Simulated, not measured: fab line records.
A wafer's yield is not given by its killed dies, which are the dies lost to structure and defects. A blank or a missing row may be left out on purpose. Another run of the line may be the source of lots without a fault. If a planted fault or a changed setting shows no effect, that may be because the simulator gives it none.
fab line records || flow sky130
record: {"lots": 7, "wafers": 21, "last_day": 49}
route steps=708 shown RES_PROTECT@214 POLY_GATE@217
lots untouched by any fault: they come from a run of this same line in which no faults occurred
start_h: hours from the record's opening day to when the first of the lot's shown wafers began || wait_h: hours since the lot's step before || " unchanged from the row above || L1.1+2: a row that stands for several wafers || - no value present, or no start provided || * or withheld: withheld || < > ~ a bound
route shown NAME@n: names a module that has steps shown in the file, with the first one's number in the route || usual: mean/standard deviation of fault-free wafers || same: alike in all rows || chamber/n: place in a boat || sites: readings site by site || _std_site: standard deviation of those values || _edge_site: inner sites' mean taken away from outer sites' mean || radius_mm: for every site, how far away it sits from the centre of the wafer || mask NAME#n: copy n || behind: the most recent tool/chamber to have shaped the wafer || hold: reason for holding the lot/hours on hold/outcome of the hold || device: the n, p or np transistor that did not switch || end of line: at the end of the route, the tests of the same wafers || a step without rows: its recipe alone || killed: count of dies lost to structure and defects at first sort (not the wafer's yield) || map: a wafer's dies, marking killed ones x, the rest . and places with no die _
set.NAME: the setting as run; set.NAME@STEP: as run at that earlier step || model.NAME: the simulator's own value behind a step, which no gauge read
certain route steps with their lots: each step a table, each wafer a row
services: the hour from which a tool's chamber was out of use, counted from the record's first day as start_h (under 0 if before that day), plus the number of hours and why
== steps ==
step: SKY_RES_PROTECT_STRIP_07
recipe: {"chemistry": "O2/N2", "power_w": 1400, "pressure_mtorr": 1500, "platen_temp_c": "withheld", "o2_flow_sccm": 3000, "n2_flow_sccm": 300, "overash_fraction": 0.5}
usual: {"drypump_motor_current_A": "5.7/0.37", "oes_product_au": "0.518/0.0043", "strip_time_to_endpoint_s": "23.29/0.047"}
{"lot.wafer": "L300.1", "tool": "plasma_asher-03", "chamber": 1, "start_h": 367.37, "wait_h": 0.1, "drypump_motor_current_A": 5.4, "oes_product_au": 0.518, "rf_hours_counter_h": 66, "strip_time_to_endpoint_s": 23.31}
{"lot.wafer": "L300.3", "tool": "plasma_asher-03", "chamber": 1, "start_h": 367.37, "wait_h": 0.1, "drypump_motor_current_A": 5.4, "oes_product_au": 0.516, "rf_hours_counter_h": "-", "strip_time_to_endpoint_s": 23.34}
{"lot.wafer": "L300.6", "tool": "plasma_asher-03", "chamber": 1, "start_h": 367.37, "wait_h": 0.1, "drypump_motor_current_A": 5.4, "oes_product_au": 0.520, "rf_hours_counter_h": "-", "strip_time_to_endpoint_s": 23.27}
{"lot.wafer": "L301.1", "tool": "plasma_asher-01", "chamber": 0, "start_h": 377.89, "wait_h": 0.1, "drypump_motor_current_A": 6.1, "oes_product_au": 0.512, "rf_hours_counter_h": 26, "strip_time_to_endpoint_s": 23.29}
{"lot.wafer": "L301.4", "tool": "plasma_asher-01", "chamber": 1, "start_h": 377.89, "wait_h": 0.1, "drypump_motor_current_A": 5.6, "oes_product_au": 0.518, "rf_hours_counter_h": "-", "strip_time_to_endpoint_s": 23.28}
{"lot.wafer": "L301.5", "tool": "plasma_asher-01", "chamber": 0, "start_h": 377.89, "wait_h": 0.1, "drypump_motor_current_A": 6.1, "oes_product_au": 0.514, "rf_hours_counter_h": "-", "strip_time_to_endpoint_s": 23.24}
{"lot.wafer": "L302.1", "tool": "plasma_asher-01", "chamber": 1, "start_h": 395.17, "wait_h": 0.1, "drypump_motor_current_A": 5.6, "oes_product_au": 0.521, "rf_hours_counter_h": 27, "strip_time_to_endpoint_s": 23.30}
{"lot.wafer": "L302.3", "tool": "plasma_asher-01", "chamber": 0, "start_h": 395.17, "wait_h": 0.1, "drypump_motor_current_A": 6.1, "oes_product_au": 0.522, "rf_hours_counter_h": "-", "strip_time_to_endpoint_s": 23.30}
{"lot.wafer": "L302.4", "tool": "plasma_asher-01", "chamber": 1, "start_h": 395.17, "wait_h": 0.1, "drypump_motor_current_A": 5.5, "oes_product_au": 0.514, "rf_hours_counter_h": "-", "strip_time_to_endpoint_s": 23.28}
{"lot.wafer": "L310.2", "tool": "plasma_asher-03", "chamber": 1, "start_h": 468.84, "wait_h": 0.1, "drypump_motor_current_A": 5.4, "oes_product_au": 0.520, "rf_hours_counter_h": 76, "strip_time_to_endpoint_s": 23.29}
{"lot.wafer": "L310.4", "tool": "plasma_asher-03", "chamber": 1, "start_h": 468.84, "wait_h": 0.1, "drypump_motor_current_A": 5.4, "oes_product_au": 0.519, "rf_hours_counter_h": "-", "strip_time_to_endpoint_s": 23.26}
{"lot.wafer": "L310.5", "tool": "plasma_asher-03", "chamber": 0, "start_h": 468.84, "wait_h": 0.1, "drypump_motor_current_A": 6.0, "oes_product_au": 0.513, "rf_hours_counter_h": "-", "strip_time_to_endpoint_s": 23.25}
{"lot.wafer": "L311.2", "tool": "plasma_asher-03", "chamber": 1, "start_h": 479.99, "wait_h": 0.1, "drypump_motor_current_A": 5.4, "oes_product_au": 0.518, "rf_hours_counter_h": 77, "strip_time_to_endpoint_s": 23.32}
{"lot.wafer": "L311.4", "tool": "plasma_asher-03", "chamber": 0, "start_h": 479.99, "wait_h": 0.1, "drypump_motor_current_A": 6.0, "oes_product_au": 0.514, "rf_hours_counter_h": "-", "strip_time_to_endpoint_s": 23.29}
{"lot.wafer": "L311.6", "tool": "plasma_asher-03", "chamber": 0, "start_h": 479.99, "wait_h": 0.1, "drypump_motor_current_A": 6.0, "oes_product_au": 0.518, "rf_hours_counter_h": "-", "strip_time_to_endpoint_s": 23.34}
{"lot.wafer": "L313.1", "tool": "plasma_asher-01", "chamber": 0, "start_h": 500.94, "wait_h": 0.1, "drypump_motor_current_A": 6.1, "oes_product_au": 0.519, "rf_hours_counter_h": 38, "strip_time_to_endpoint_s": 23.34}
{"lot.wafer": "L313.4", "tool": "plasma_asher-01", "chamber": 0, "start_h": 500.94, "wait_h": 0.1, "drypump_motor_current_A": 6.1, "oes_product_au": 0.515, "rf_hours_counter_h": "-", "strip_time_to_endpoint_s": 23.33}
{"lot.wafer": "L313.6", "tool": "plasma_asher-01", "chamber": 1, "start_h": 500.94, "wait_h": 0.1, "drypump_motor_current_A": 5.5, "oes_product_au": 0.517, "rf_hours_counter_h": "-", "strip_time_to_endpoint_s": 23.31}
{"lot.wafer": "L314.1", "tool": "plasma_asher-03", "chamber": 1, "start_h": 506.87, "wait_h": 0.1, "drypump_motor_current_A": 5.4, "oes_product_au": 0.518, "rf_hours_counter_h": 80, "strip_time_to_endpoint_s": 23.32}
{"lot.wafer": "L314.4", "tool": "plasma_asher-03", "chamber": 0, "start_h": 506.87, "wait_h": 0.1, "drypump_motor_current_A": 6.0, "oes_product_au": 0.520, "rf_hours_counter_h": "-", "strip_time_to_endpoint_s": 23.36}
{"lot.wafer": "L314.5", "tool": "plasma_asher-03", "chamber": 0, "start_h": 506.87, "wait_h": 0.1, "drypump_motor_current_A": 6.0, "oes_product_au": 0.514, "rf_hours_counter_h": "-", "strip_time_to_endpoint_s": 23.35}
step: SKY_RES_PROTECT_TW_MEAS_08
usual: {"POLY_GATE_TW": "4030/29"}
{"lot.wafer": "L300.1", "tool": "film_metro-04", "chamber": "-", "start_h": 367.47, "wait_h": 0.1, "POLY_GATE_TW": 3998}
{"lot.wafer": "L300.3", "tool": "film_metro-04", "chamber": "-", "start_h": 367.47, "wait_h": 0.1, "POLY_GATE_TW": 4014}
{"lot.wafer": "L300.6", "tool": "film_metro-04", "chamber": "-", "start_h": 367.47, "wait_h": 0.1, "POLY_GATE_TW": 4000}
{"lot.wafer": "L301.1", "tool": "film_metro-04", "chamber": "-", "start_h": 377.99, "wait_h": 0.1, "POLY_GATE_TW": 3995}
{"lot.wafer": "L301.4", "tool": "film_metro-04", "chamber": "-", "start_h": 377.99, "wait_h": 0.1, "POLY_GATE_TW": 3983}
{"lot.wafer": "L301.5", "tool": "film_metro-04", "chamber": "-", "start_h": 377.99, "wait_h": 0.1, "POLY_GATE_TW": 3996}
{"lot.wafer": "L302.1", "tool": "film_metro-01", "chamber": "-", "start_h": 395.27, "wait_h": 0.1, "POLY_GATE_TW": 3992}
{"lot.wafer": "L302.3", "tool": "film_metro-01", "chamber": "-", "start_h": 395.27, "wait_h": 0.1, "POLY_GATE_TW": 4007}
{"lot.wafer": "L302.4", "tool": "film_metro-01", "chamber": "-", "start_h": 395.27, "wait_h": 0.1, "POLY_GATE_TW": 3958}
{"lot.wafer": "L310.2", "tool": "film_metro-02", "chamber": "-", "start_h": 468.95, "wait_h": 0.1, "POLY_GATE_TW": 4050}
{"lot.wafer": "L310.4", "tool": "film_metro-02", "chamber": "-", "start_h": 468.95, "wait_h": 0.1, "POLY_GATE_TW": 4035}
{"lot.wafer": "L310.5", "tool": "film_metro-02", "chamber": "-", "start_h": 468.95, "wait_h": 0.1, "POLY_GATE_TW": 4041}
{"lot.wafer": "L311.2", "tool": "film_metro-02", "chamber": "-", "start_h": 480.10, "wait_h": 0.1, "POLY_GATE_TW": 4050}
{"lot.wafer": "L311.4", "tool": "film_metro-02", "chamber": "-", "start_h": 480.10, "wait_h": 0.1, "POLY_GATE_TW": 4057}
{"lot.wafer": "L311.6", "tool": "film_metro-02", "chamber": "-", "start_h": 480.10, "wait_h": 0.1, "POLY_GATE_TW": 4053}
{"lot.wafer": "L313.1", "tool": "film_metro-02", "chamber": "-", "start_h": 501.04, "wait_h": 0.1, "POLY_GATE_TW": 4054}
{"lot.wafer": "L313.4", "tool": "film_metro-02", "chamber": "-", "start_h": 501.04, "wait_h": 0.1, "POLY_GATE_TW": 4062}
{"lot.wafer": "L313.6", "tool": "film_metro-02", "chamber": "-", "start_h": 501.04, "wait_h": 0.1, "POLY_GATE_TW": 4074}
{"lot.wafer": "L314.1", "tool": "film_metro-02", "chamber": "-", "start_h": 506.97, "wait_h": 0.1, "POLY_GATE_TW": 4053}
{"lot.wafer": "L314.4", "tool": "film_metro-02", "chamber": "-", "start_h": 506.97, "wait_h": 0.1, "POLY_GATE_TW": 4078}
{"lot.wafer": "L314.5", "tool": "film_metro-02", "chamber": "-", "start_h": 506.97, "wait_h": 0.1, "POLY_GATE_TW": 4062}
step: SKY_RES_PROTECT_CLEAN_09
recipe: {"chemistry": "SC1/SC2", "mix": "1:4:20", "temp_c": 70, "time_s": 150, "dry": "n2_spin"}
step: SKY_POLY_GATE_CVD_03
recipe: {"material": "Si3N4", "precursor": "DCS/NH3", "target_thk_nm": 75, "temp_c": 770, "time_s": 1290, "pressure_mtorr": 250}
step: SKY_POLY_GATE_THK_MEAS_04
recipe: {"reads": "Si3N4_of_POLY_GATE_CVD_03"}
usual: {"POLY_GATE_CVD_03_THK": "74.8/0.7"}
{"lot.wafer": "L300.1", "tool": "film_metro-01", "chamber": "-", "start_h": 369.62, "wait_h": 0.0, "POLY_GATE_CVD_03_THK[nm]": 73.9}
{"lot.wafer": "L300.3", "tool": "film_metro-01", "chamber": "-", "start_h": 369.62, "wait_h": 0.0, "POLY_GATE_CVD_03_THK[nm]": 74.0}
{"lot.wafer": "L300.6", "tool": "film_metro-01", "chamber": "-", "start_h": 369.62, "wait_h": 0.0, "POLY_GATE_CVD_03_THK[nm]": 73.9}
{"lot.wafer": "L301.1", "tool": "film_metro-01", "chamber": "-", "start_h": 380.92, "wait_h": 0.0, "POLY_GATE_CVD_03_THK[nm]": 74.7}
{"lot.wafer": "L301.4", "tool": "film_metro-01", "chamber": "-", "start_h": 380.92, "wait_h": 0.0, "POLY_GATE_CVD_03_THK[nm]": 74.9}
{"lot.wafer": "L301.5", "tool": "film_metro-01", "chamber": "-", "start_h": 380.92, "wait_h": 0.0, "POLY_GATE_CVD_03_THK[nm]": 74.3}
{"lot.wafer": "L302.1", "tool": "film_metro-01", "chamber": "-", "start_h": 396.74, "wait_h": 0.0, "POLY_GATE_CVD_03_THK[nm]": 73.3}
{"lot.wafer": "L302.3", "tool": "film_metro-01", "chamber": "-", "start_h": 396.74, "wait_h": 0.0, "POLY_GATE_CVD_03_THK[nm]": 73.8}
{"lot.wafer": "L302.4", "tool": "film_metro-01", "chamber": "-", "start_h": 396.74, "wait_h": 0.0, "POLY_GATE_CVD_03_THK[nm]": 73.6}
{"lot.wafer": "L310.2", "tool": "film_metro-02", "chamber": "-", "start_h": 470.42, "wait_h": 0.0, "POLY_GATE_CVD_03_THK[nm]": 73.2}
{"lot.wafer": "L310.4", "tool": "film_metro-02", "chamber": "-", "start_h": 470.42, "wait_h": 0.0, "POLY_GATE_CVD_03_THK[nm]": 74.5}
{"lot.wafer": "L310.5", "tool": "film_metro-02", "chamber": "-", "start_h": 470.42, "wait_h": 0.0, "POLY_GATE_CVD_03_THK[nm]": 73.3}
{"lot.wafer": "L311.2", "tool": "film_metro-03", "chamber": "-", "start_h": 481.57, "wait_h": 0.0, "POLY_GATE_CVD_03_THK[nm]": 74.3}
{"lot.wafer": "L311.4", "tool": "film_metro-03", "chamber": "-", "start_h": 481.57, "wait_h": 0.0, "POLY_GATE_CVD_03_THK[nm]": 74.2}
{"lot.wafer": "L311.6", "tool": "film_metro-03", "chamber": "-", "start_h": 481.57, "wait_h": 0.0, "POLY_GATE_CVD_03_THK[nm]": 74.2}
{"lot.wafer": "L313.1", "tool": "film_metro-01", "chamber": "-", "start_h": 503.51, "wait_h": 0.0, "POLY_GATE_CVD_03_THK[nm]": 75.1}
{"lot.wafer": "L313.4", "tool": "film_metro-01", "chamber": "-", "start_h": 503.51, "wait_h": 0.0, "POLY_GATE_CVD_03_THK[nm]": 74.8}
{"lot.wafer": "L313.6", "tool": "film_metro-01", "chamber": "-", "start_h": 503.51, "wait_h": 0.0, "POLY_GATE_CVD_03_THK[nm]": 75.3}
{"lot.wafer": "L314.1", "tool": "film_metro-03", "chamber": "-", "start_h": 508.88, "wait_h": 0.0, "POLY_GATE_CVD_03_THK[nm]": 75.5}
{"lot.wafer": "L314.4", "tool": "film_metro-03", "chamber": "-", "start_h": 508.88, "wait_h": 0.0, "POLY_GATE_CVD_03_THK[nm]": 75.2}
{"lot.wafer": "L314.5", "tool": "film_metro-03", "chamber": "-", "start_h": 508.88, "wait_h": 0.0, "POLY_GATE_CVD_03_THK[nm]": 75.3}
step: SKY_POLY_GATE_DEHYDRATE_05
recipe: {"temp_c": 200, "time_s": 60}
step: SKY_POLY_GATE_HMDS_06
recipe: {"prime_time_s": 60, "prime_temp_c": 120}
step: SKY_POLY_GATE_COAT_07
recipe: {"resist": "BARC", "temp_c": "withheld", "time_s": "withheld", "spin_rpm": 3000, "resist_thk_nm": 110}
step: SKY_POLY_GATE_COAT_08
recipe: {"resist": "KrF-thick", "spin_rpm": 3000, "resist_thk_nm": 450}
step: SKY_POLY_GATE_SOFTBAKE_09
recipe: {"temp_c": 100, "time_s": 90, "resist": "KrF-thick"}
step: SKY_POLY_GATE_EXPOSE_10
recipe: {"mask_id": "P1M", "na": 0.68, "source_shape": "conventional", "sigma_outer": 0.6, "target_cd_nm": 150, "dose_mj": 28}
step: SKY_POLY_GATE_PEB_11
recipe: {"peb_temp_c": "withheld", "peb_time_s": "withheld", "resist": "KrF-thick"}
step: SKY_POLY_GATE_DEVELOP_12
recipe: {"develop_time_s": 60, "resist": "KrF-thick", "dev_temp_c": 21}
usual: {"chill_plate_temp_C": "22.98/0.098", "develop_time_s": "60/0"}
{"lot.wafer": "L300.1", "tool": "litho_track-04", "chamber": "-", "start_h": 398, "wait_h": "-", "chill_plate_temp_C": "-", "develop_time_s": "-", "model.KrF-thick_of_POLY_GATE_COAT_08.thk_nm": 447.7}
{"lot.wafer": "L300.3", "tool": "litho_track-04", "chamber": "-", "start_h": 398, "wait_h": "-", "chill_plate_temp_C": "-", "develop_time_s": "-", "model.KrF-thick_of_POLY_GATE_COAT_08.thk_nm": 448.2}
{"lot.wafer": "L300.6", "tool": "litho_track-04", "chamber": "-", "start_h": 398, "wait_h": "-", "chill_plate_temp_C": "-", "develop_time_s": "-", "model.KrF-thick_of_POLY_GATE_COAT_08.thk_nm": 447.6}
{"lot.wafer": "L301.1", "tool": "litho_track-01", "chamber": "-", "start_h": 410, "wait_h": "-", "chill_plate_temp_C": "-", "develop_time_s": "-", "model.KrF-thick_of_POLY_GATE_COAT_08.thk_nm": 448.4}
{"lot.wafer": "L301.4", "tool": "litho_track-01", "chamber": "-", "start_h": 410, "wait_h": "-", "chill_plate_temp_C": "-", "develop_time_s": "-", "model.KrF-thick_of_POLY_GATE_COAT_08.thk_nm": 447.7}
{"lot.wafer": "L301.5", "tool": "litho_track-01", "chamber": "-", "start_h": 410, "wait_h": "-", "chill_plate_temp_C": "-", "develop_time_s": "-", "model.KrF-thick_of_POLY_GATE_COAT_08.thk_nm": 449.5}
{"lot.wafer": "L302.1", "tool": "litho_track-01", "chamber": "-", "start_h": 426, "wait_h": "-", "chill_plate_temp_C": "-", "develop_time_s": "-", "model.KrF-thick_of_POLY_GATE_COAT_08.thk_nm": 449.4}
{"lot.wafer": "L302.3", "tool": "litho_track-01", "chamber": "-", "start_h": 426, "wait_h": "-", "chill_plate_temp_C": "-", "develop_time_s": "-", "model.KrF-thick_of_POLY_GATE_COAT_08.thk_nm": 449.1}
{"lot.wafer": "L302.4", "tool": "litho_track-01", "chamber": "-", "start_h": 426, "wait_h": "-", "chill_plate_temp_C": "-", "develop_time_s": "-", "model.KrF-thick_of_POLY_GATE_COAT_08.thk_nm": 449.9}
{"lot.wafer": "L310.2", "tool": "litho_track-02", "chamber": 0, "start_h": 500, "wait_h": "-", "chill_plate_temp_C": 22.90, "develop_time_s": 60, "model.KrF-thick_of_POLY_GATE_COAT_08.thk_nm": 434.8}
{"lot.wafer": "L310.4", "tool": "litho_track-02", "chamber": 0, "start_h": 500, "wait_h": "-", "chill_plate_temp_C": 22.83, "develop_time_s": 60, "model.KrF-thick_of_POLY_GATE_COAT_08.thk_nm": 436.3}
{"lot.wafer": "L310.5", "tool": "litho_track-02", "chamber": 0, "start_h": 500, "wait_h": "-", "chill_plate_temp_C": 23.01, "develop_time_s": 60, "model.KrF-thick_of_POLY_GATE_COAT_08.thk_nm": 434.7}
{"lot.wafer": "L311.2", "tool": "litho_track-01", "chamber": 0, "start_h": 511, "wait_h": "-", "chill_plate_temp_C": 22.84, "develop_time_s": 60, "model.KrF-thick_of_POLY_GATE_COAT_08.thk_nm": 435.8}
{"lot.wafer": "L311.4", "tool": "litho_track-01", "chamber": 0, "start_h": 511, "wait_h": "-", "chill_plate_temp_C": 22.93, "develop_time_s": 60, "model.KrF-thick_of_POLY_GATE_COAT_08.thk_nm": 436.7}
{"lot.wafer": "L311.6", "tool": "litho_track-01", "chamber": 0, "start_h": 511, "wait_h": "-", "chill_plate_temp_C": 22.88, "develop_time_s": 60, "model.KrF-thick_of_POLY_GATE_COAT_08.thk_nm": 435.8}
{"lot.wafer": "L313.1", "tool": "litho_track-01", "chamber": 0, "start_h": 533, "wait_h": "-", "chill_plate_temp_C": 23.02, "develop_time_s": 60, "model.KrF-thick_of_POLY_GATE_COAT_08.thk_nm": 436.5}
{"lot.wafer": "L313.4", "tool": "litho_track-01", "chamber": 0, "start_h": 533, "wait_h": "-", "chill_plate_temp_C": 23.06, "develop_time_s": 60, "model.KrF-thick_of_POLY_GATE_COAT_08.thk_nm": 437.3}
{"lot.wafer": "L313.6", "tool": "litho_track-01", "chamber": 0, "start_h": 533, "wait_h": "-", "chill_plate_temp_C": 23.16, "develop_time_s": 60, "model.KrF-thick_of_POLY_GATE_COAT_08.thk_nm": 437.2}
{"lot.wafer": "L314.1", "tool": "litho_track-01", "chamber": 0, "start_h": 539, "wait_h": "-", "chill_plate_temp_C": 23.07, "develop_time_s": 60, "model.KrF-thick_of_POLY_GATE_COAT_08.thk_nm": 434.9}
{"lot.wafer": "L314.4", "tool": "litho_track-01", "chamber": 0, "start_h": 539, "wait_h": "-", "chill_plate_temp_C": 23.02, "develop_time_s": 60, "model.KrF-thick_of_POLY_GATE_COAT_08.thk_nm": 436.9}
{"lot.wafer": "L314.5", "tool": "litho_track-01", "chamber": 0, "start_h": 539, "wait_h": "-", "chill_plate_temp_C": 22.91, "develop_time_s": 60, "model.KrF-thick_of_POLY_GATE_COAT_08.thk_nm": 434.9}
step: SKY_POLY_GATE_CD_MEAS_13
recipe: {"target_cd_nm": 150}
usual: {"cd_nm": "150.3/1.4"}
{"lot.wafer": "L300.1", "tool": "cd_sem-02", "chamber": "-", "start_h": 398.89, "wait_h": "-", "cd_nm": "-"}
{"lot.wafer": "L300.3", "tool": "cd_sem-02", "chamber": "-", "start_h": 398.89, "wait_h": "-", "cd_nm": "-"}
{"lot.wafer": "L300.6", "tool": "cd_sem-02", "chamber": "-", "start_h": 398.89, "wait_h": "-", "cd_nm": "-"}
{"lot.wafer": "L301.1", "tool": "cd_sem-02", "chamber": "-", "start_h": 410.37, "wait_h": "-", "cd_nm": "-"}
{"lot.wafer": "L301.4", "tool": "cd_sem-02", "chamber": "-", "start_h": 410.37, "wait_h": "-", "cd_nm": "-"}
{"lot.wafer": "L301.5", "tool": "cd_sem-02", "chamber": "-", "start_h": 410.37, "wait_h": "-", "cd_nm": "-"}
{"lot.wafer": "L302.1", "tool": "cd_sem-01", "chamber": "-", "start_h": 426.37, "wait_h": "-", "cd_nm": "-"}
{"lot.wafer": "L302.3", "tool": "cd_sem-01", "chamber": "-", "start_h": 426.37, "wait_h": "-", "cd_nm": "-"}
{"lot.wafer": "L302.4", "tool": "cd_sem-01", "chamber": "-", "start_h": 426.37, "wait_h": "-", "cd_nm": "-"}
{"lot.wafer": "L310.2", "tool": "cd_sem-02", "chamber": "-", "start_h": 500.47, "wait_h": "-", "cd_nm": 152.0}
{"lot.wafer": "L310.4", "tool": "cd_sem-02", "chamber": "-", "start_h": 500.47, "wait_h": "-", "cd_nm": 151.5}
{"lot.wafer": "L310.5", "tool": "cd_sem-02", "chamber": "-", "start_h": 500.47, "wait_h": "-", "cd_nm": 151.6}
{"lot.wafer": "L311.2", "tool": "cd_sem-02", "chamber": "-", "start_h": 512.04, "wait_h": "-", "cd_nm": 148.5}
{"lot.wafer": "L311.4", "tool": "cd_sem-02", "chamber": "-", "start_h": 512.04, "wait_h": "-", "cd_nm": 149.7}
{"lot.wafer": "L311.6", "tool": "cd_sem-02", "chamber": "-", "start_h": 512.04, "wait_h": "-", "cd_nm": 148.8}
{"lot.wafer": "L313.1", "tool": "cd_sem-01", "chamber": "-", "start_h": 533.87, "wait_h": "-", "cd_nm": 149.2}
{"lot.wafer": "L313.4", "tool": "cd_sem-01", "chamber": "-", "start_h": 533.87, "wait_h": "-", "cd_nm": 148.5}
{"lot.wafer": "L313.6", "tool": "cd_sem-01", "chamber": "-", "start_h": 533.87, "wait_h": "-", "cd_nm": 149.9}
{"lot.wafer": "L314.1", "tool": "cd_sem-02", "chamber": "-", "start_h": 539.32, "wait_h": "-", "cd_nm": 149.3}
{"lot.wafer": "L314.4", "tool": "cd_sem-02", "chamber": "-", "start_h": 539.32, "wait_h": "-", "cd_nm": 149.3}
{"lot.wafer": "L314.5", "tool": "cd_sem-02", "chamber": "-", "start_h": 539.32, "wait_h": "-", "cd_nm": 151.0}
== services ==
{"tool": "plasma_asher-01", "chamber": "-", "start_h": 495.33, "hours": 0.6, "kind": "repair"}
{"tool": "plasma_asher-03", "chamber": "-", "start_h": 496.51, "hours": 2.9, "kind": "repair"}
== key ==
first_sign: {"step": "SKY_POLY_GATE_DEVELOP_12", "reading": "tool_record", "direction": "missing"}
effect none on later readings
model_effect: {"step": "SKY_POLY_GATE_DEVELOP_12", "value": "KrF-thick_of_POLY_GATE_COAT_08.thk_nm", "without": 434.5, "struck": 448.6}
met_at SKY_POLY_GATE_DEVELOP_12
struck_wafers L300.1,L300.3,L300.6,L301.1,L301.4,L301.5,L302.1,L302.3,L302.4
later_rows_left_out L300.1,L300.3,L300.6,L301.1,L301.4,L301.5,L302.1,L302.3,L302.4
sort_left_out L300.1,L300.3,L300.6,L301.1,L301.4,L301.5,L302.1,L302.3,L302.4
tester_left_out L300,L301,L302
fault: {"kind": "skipped_step_whole", "tool": "litho_track-01,litho_track-04", "chamber": "-", "onset_h": 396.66, "steps": "SKY_POLY_GATE_DEVELOP_12", "scope": "struck_lots_only"}
tester_left_out: of these lots the tester's yield and bins aren't shown, on N5 and GAA mostly nor the transistor test; their killed dies are dies lost to structure and defects alone, not to doping, threshold or leakage, so they don't give the yield
sort_left_out: the simulated sort isn't trusted on such a fault, so these wafers' sort isn't shown, and their yield isn't known
later_rows_left_out: the simulator's readings of these wafers behind a module that went badly wrong aren't trusted and aren't shown, but for the sort
